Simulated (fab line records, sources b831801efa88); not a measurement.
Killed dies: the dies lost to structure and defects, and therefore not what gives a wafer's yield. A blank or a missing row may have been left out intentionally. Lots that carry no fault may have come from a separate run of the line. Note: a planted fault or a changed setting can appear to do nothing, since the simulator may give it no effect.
A struck lot beside a sound one -- flow gf180mcu -- 14 steps out of a route of 602
Sound: wafers L489.2, L489.3, L489.5. Wafers struck: L501.2, L501.3, L501.5. Last of all comes the cause.
At each step with rows: each side's tool, then ch and its chambers, then its first start. Under that, the readings that differ: sound wafers -- struck wafers -- difference of the means -- sigmas: that difference in standard deviations of wafers without a fault.
alike: a reading whose means differ by less than 2 such deviations, as well as words and numbers matching on both sides. not compared: withheld readings; readings where some wafer has no value; bounds like >300 that might hide an equal value; numbers whose values overlap and for which the record gives no deviation.
A row with sigmas, a row that says differs or no value, or rows on one side alone: a step with any of these is where the two part. Numbers that have no deviation but don't overlap get no sigmas and don't part them. Lack of a reading on every wafer of one side parts them only where that side has two or more wafers.

GF_DUAL_GATE_STRIP_13: strips in O2/N2.
  sound on plasmaAsher-04 ch 0,1, day 8 14:34; struck on plasmaAsher-02 ch 0,1, day 12 00:50
  alike: drypumpMotorCurrentA, heaterPowerW, oesProductAu, stripTimeToEndpointS
  not compared: rfHoursCounterH
then, 3 steps without rows for these wafers: GF_DUAL_GATE_CLEAN_14 (cleans in SC1/SC2, time 150 s); GF_DUAL_GATE_OXIDATION_15 (stabilise 600 s, purge 300 s, target thk 7.098 nm); GF_POLY_GATE_CVD_00 (deposits poly-Si, target thk 200 nm, time 1200 s).
GF_POLY_GATE_THK_MEAS_01:
  sound on filmMetro-02, day 8 17:41; struck on filmMetro-03, day 12 03:52
reading,sound,struck,difference,sigmas
POLY_GATE_CVD_00_THK (nm),206.7 205.6 206.5,200.0 199.0 197.2,-7.5,-4
then, 7 steps without rows for these wafers: GF_POLY_GATE_DEHYDRATE_02 (time 60 s); GF_POLY_GATE_HMDS_03 (prime time 60 s); GF_POLY_GATE_COAT_04; GF_POLY_GATE_COAT_05 (resist thk 700 nm); GF_POLY_GATE_SOFTBAKE_06 (time 60 s); GF_POLY_GATE_EXPOSE_07 (exposes mask Poly2, target cd 280 nm); GF_POLY_GATE_PEB_08 (peb time 90 s).
GF_POLY_GATE_DEVELOP_09: develop time 60 s.
  sound on lithoTrack-01 ch 0, day 9 10:29; struck on lithoTrack-02, day 12 22:58
  no value came back on the struck wafers for chillPlateTempC (C), developTimeS (s), exhaustPa (Pa); on the sound wafers chillPlateTempC (C) reads 23.05 23.15 23.15
reading,sound,struck,difference,sigmas
model.KrF_of_POLY_GATE_COAT_05.thkNm (nm),684.8 686.2 686.5,697.7 699.3 697.3,+12.3,
GF_POLY_GATE_CD_MEAS_10 targets a cd of 280 nm.
  sound on cdSem-02, day 9 10:38; struck on cdSem-02, day 12 23:07
reading,sound,struck,difference,sigmas
cdNm (nm),278.6 280.0 279.6,- - -,no value on the struck wafers,

== WHERE THEY PART ==
At GF_POLY_GATE_THK_MEAS_01 first; at GF_POLY_GATE_CD_MEAS_10 last (within this record only).

WHY: what the simulator had put in
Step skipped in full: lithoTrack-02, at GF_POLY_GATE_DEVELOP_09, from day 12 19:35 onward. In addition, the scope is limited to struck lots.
